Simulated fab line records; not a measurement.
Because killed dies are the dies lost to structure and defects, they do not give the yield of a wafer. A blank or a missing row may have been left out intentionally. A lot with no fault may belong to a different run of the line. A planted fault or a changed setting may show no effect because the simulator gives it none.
Which of the tools did it? | flow sky130 | 14 lots, 42 wafers sampled, at 2 steps of a route of 708

## WHAT THE GAUGES SHOWED, per wafer
SKY_LDD_LDN_TW_MEAS_13.
lot  | measured     | on           | LDD_LDN_TW
L716 | day 23 19:21 | filmMetro-02 | 1496 1492 1494
L717 | day 24 09:05 | filmMetro-03 | 1494 1489 1486
L720 | day 25 02:56 | filmMetro-04 | 1365 1362 1365
L721 | day 25 10:24 | filmMetro-03 | 1490 1498 1493
L722 | day 25 13:33 | filmMetro-03 | 1389 1384 1388
L728 | day 27 21:52 | filmMetro-04 | 1471 1472 1476
L729 | day 28 07:52 | filmMetro-03 | 1481 1483 1484
L732 | day 29 07:42 | filmMetro-02 | 1507 1509 1491
L733 | day 29 09:29 | filmMetro-04 | 1481 1480 1479
L735 | day 30 00:52 | filmMetro-03 | 1491 1490 1484
L736 | day 30 10:21 | filmMetro-04 | 1472 1474 1489
L737 | day 30 18:28 | filmMetro-04 | 1481 1479 1478
L738 | day 31 01:05 | filmMetro-04 | 1471 1469 1469
L739 | day 31 08:32 | filmMetro-04 | 1462 1468 1473

## EACH LOT AND THE TOOL THAT RAN IT (in order: tool; ch and the chambers of the sampled wafers; start)
lot  | SKY_LDD_LDN_IMPLANT_09
L716 | implanter-01 ch 0, day 23 18:49
L717 | implanter-04 ch 0, day 24 08:32
L720 | implanter-04 ch 0, day 25 02:23
L721 | implanter-01 ch 0, day 25 09:51
L722 | implanter-04 ch 0, day 25 13:00
L728 | implanter-01 ch 0, day 27 21:20
L729 | implanter-01 ch 0, day 28 07:19
L732 | implanter-02 ch 0, day 29 07:09
L733 | implanter-04 ch 0, day 29 08:56
L735 | implanter-01 ch 0, day 30 00:19
L736 | implanter-04 ch 0, day 30 09:49
L737 | implanter-02 ch 0, day 30 17:56
L738 | implanter-04 ch 0, day 31 00:34
L739 | implanter-04 ch 0, day 31 07:59
- SKY_LDD_LDN_IMPLANT_09

## WHAT THE TOOLS THEMSELVES READ (means of the sampled wafers that have a number; where no wafer has one, the mark that the record gives instead)
SKY_LDD_LDN_IMPLANT_09.
lot  | tool         | doseIonsCm2 | endStationPressureTorr (Torr) | faradayCurrentUA
L716 | implanter-01 | 1.2510e+13  | 4.92e-06                      | 71.0
L717 | implanter-04 | 1.2502e+13  | 5.31e-06                      | 70.6
L720 | implanter-04 | 1.2620e+12  | 5.01e-06                      | 7.0
L721 | implanter-01 | 1.2511e+13  | 5.22e-06                      | 70.6
L722 | implanter-04 | 1.2253e+12  | 4.90e-06                      | 6.9
L728 | implanter-01 | 1.2500e+13  | 5.17e-06                      | 71.2
L729 | implanter-01 | 1.2503e+13  | 4.90e-06                      | 70.2
L732 | implanter-02 | 1.2486e+13  | 5.04e-06                      | 69.8
L733 | implanter-04 | 1.2491e+13  | 4.91e-06                      | 70.2
L735 | implanter-01 | 1.2496e+13  | 4.99e-06                      | 70.9
L736 | implanter-04 | 1.2522e+13  | 5.00e-06                      | 70.6
L737 | implanter-02 | 1.2497e+13  | 4.97e-06                      | 71.4
L738 | implanter-04 | 1.2474e+13  | 5.38e-06                      | 69.7
L739 | implanter-04 | 1.2487e+13  | 5.04e-06                      | 71.7

## THE ANSWER, worked out from the rows above alone
Rule: the lots themselves supply what counts as usual. The widest of any qualifying gaps counts: lots, ordered by their means at a reading, are off when they make up no more than a third of the lots, leave a main group of 4 or more, and stand apart from it by 3 or more times the standard deviation of that group's means. The tables above print the reading to a certain number of digits; a main group whose means all agree to those digits is not used. Also off: a lot with no number at a reading for which 4 or more lots have one. Any other lot the step has rows for is counted as sound. Order of review: gauges by route order, followed by the tools' own readings, for which a lot's mean as printed above is used. At the first step where some lot is off, the reading lying furthest off is the one used; lots without a number count as furthest.
Off: at SKY_LDD_LDN_TW_MEAS_13 (LDD_LDN_TW), L720, L722. The main group: mean 1483, standard deviation 10.
A tool fits if, at a process step before that reading, it ran every lot that is off, and no sound lot after the first of them. Not tried: the gauges at SKY_LDD_LDN_TW_MEAS_13; whatever is off there is also off at SKY_LDD_LDN_IMPLANT_09, on other tools, and gauge error can't account for it. Not one of the candidates tried fits.

## WHAT THE SIMULATOR HAD PUT IN
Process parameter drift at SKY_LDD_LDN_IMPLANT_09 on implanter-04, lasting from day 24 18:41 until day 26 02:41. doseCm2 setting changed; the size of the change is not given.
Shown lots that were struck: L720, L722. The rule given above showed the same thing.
